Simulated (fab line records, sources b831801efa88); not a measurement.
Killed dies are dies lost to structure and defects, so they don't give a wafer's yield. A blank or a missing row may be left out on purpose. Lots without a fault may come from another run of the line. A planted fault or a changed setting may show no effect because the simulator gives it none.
Tool commonality check | flow sky130 | 14 lots, 48 wafers sampled

WHY IT WAS OPENED
At SKY_SD_N_CD_MEAS_07 the reading cd_nm is flagged on 2 of 14 lots. Wafers without a fault read 380 nm, standard deviation 3.1.
Rule: a lot is flagged when every wafer of it that has a number lies more than 4 standard deviations from that mean, or none has a number. The other lots count as sound.

lot  | measured     | on        | cd_nm (nm), wafer by wafer | flag
L471 | day 27 08:57 | cd_sem-02 | 376 379 377                |
L473 | day 28 11:21 | cd_sem-02 | 375 373 373                |
L474 | day 28 14:30 | cd_sem-02 | 379 375 376                |
L481 | day 31 07:45 | cd_sem-02 | 379 379 378                |
L482 | day 31 17:39 | cd_sem-01 | 425 422 423 426 422 423    | FLAGGED
L483 | day 31 19:42 | cd_sem-01 | 413 413 412 413 414 412    | FLAGGED
L485 | day 32 05:10 | cd_sem-02 | 384 381 383                |
L487 | day 33 03:04 | cd_sem-01 | 385 383 384                |
L489 | day 34 23:28 | cd_sem-01 | 381 380 380                |
L488 | day 35 02:27 | cd_sem-01 | 381 381 380                |
L491 | day 35 03:39 | cd_sem-01 | 381 382 383                |
L492 | day 35 05:05 | cd_sem-02 | 382 381 382                |
L490 | day 35 06:30 | cd_sem-02 | 380 381 381                |
L493 | day 35 07:22 | cd_sem-02 | 376 377 378                |
The numbers of the flagged lots are 418 nm on average: +38 nm against the usual, or +12 standard deviations.

WHICH TOOL RAN EACH LOT
The record holds 1 process step before the reading, out of a route of 708 steps. In each cell: the tool, then ch and the chambers that the sampled wafers went through, then the start.
lot  | flag    | SKY_SD_N_COAT_02
L471 |         | litho_track-01 ch 0, day 26 18:15
L473 |         | litho_track-04 ch 0, day 27 20:54
L474 |         | litho_track-01 ch 0, day 28 00:03
L481 |         | litho_track-03 ch 0, day 30 18:18
L482 | FLAGGED | litho_track-01 ch 0, day 31 04:00
L483 | FLAGGED | litho_track-01 ch 0, day 31 06:36
L485 |         | litho_track-03 ch 0, day 31 15:02
L487 |         | litho_track-04 ch 0, day 32 13:41
L489 |         | litho_track-01 ch 0, day 34 09:58
L488 |         | litho_track-04 ch 0, day 34 13:27
L491 |         | litho_track-03 ch 0, day 34 15:03
L492 |         | litho_track-01 ch 0, day 34 16:06
L490 |         | litho_track-01 ch 0, day 34 17:15
L493 |         | litho_track-01 ch 0, day 34 18:28
What these steps do:
- SKY_SD_N_COAT_02: resist thk 1140 nm.
- SKY_SD_N_CD_MEAS_07: target cd 380 nm.

FLAGGED OVER TOTAL, TOOL BY TOOL (the gauges that took the reading come last)
step                | tool           | lots run | flagged | share of the flagged lots | sound lots run after its first flagged lot
SKY_SD_N_COAT_02    | litho_track-01 | 8        | 2       | all                       | 4 (L489,L492,L490,L493)
SKY_SD_N_COAT_02    | litho_track-03 | 3        | 0       | none                      | -
SKY_SD_N_COAT_02    | litho_track-04 | 3        | 0       | none                      | -
SKY_SD_N_CD_MEAS_07 | cd_sem-01      | 6        | 2       | all                       | 4 (L487,L489,L488,L491)
SKY_SD_N_CD_MEAS_07 | cd_sem-02      | 8        | 0       | none                      | -

WHAT THE TABLE ALLOWS
2 rows of the table ran every flagged lot: litho_track-01 at SKY_SD_N_COAT_02, cd_sem-01 at SKY_SD_N_CD_MEAS_07.
- litho_track-01 at SKY_SD_N_COAT_02: 2 of its 8 lots flagged. Sound lots ran on it after the first flagged one (L489, L492, L490, L493), which a lasting fault on the whole tool wouldn't allow.
- cd_sem-01 at SKY_SD_N_CD_MEAS_07: 2 of its 6 lots flagged. Sound lots ran on it after the first flagged one (L487, L489, L488, L491), which a lasting fault on the whole tool wouldn't allow.
No row of the table ran every flagged lot and no sound lot after the first.

WHAT THE SIMULATOR HAD PUT IN
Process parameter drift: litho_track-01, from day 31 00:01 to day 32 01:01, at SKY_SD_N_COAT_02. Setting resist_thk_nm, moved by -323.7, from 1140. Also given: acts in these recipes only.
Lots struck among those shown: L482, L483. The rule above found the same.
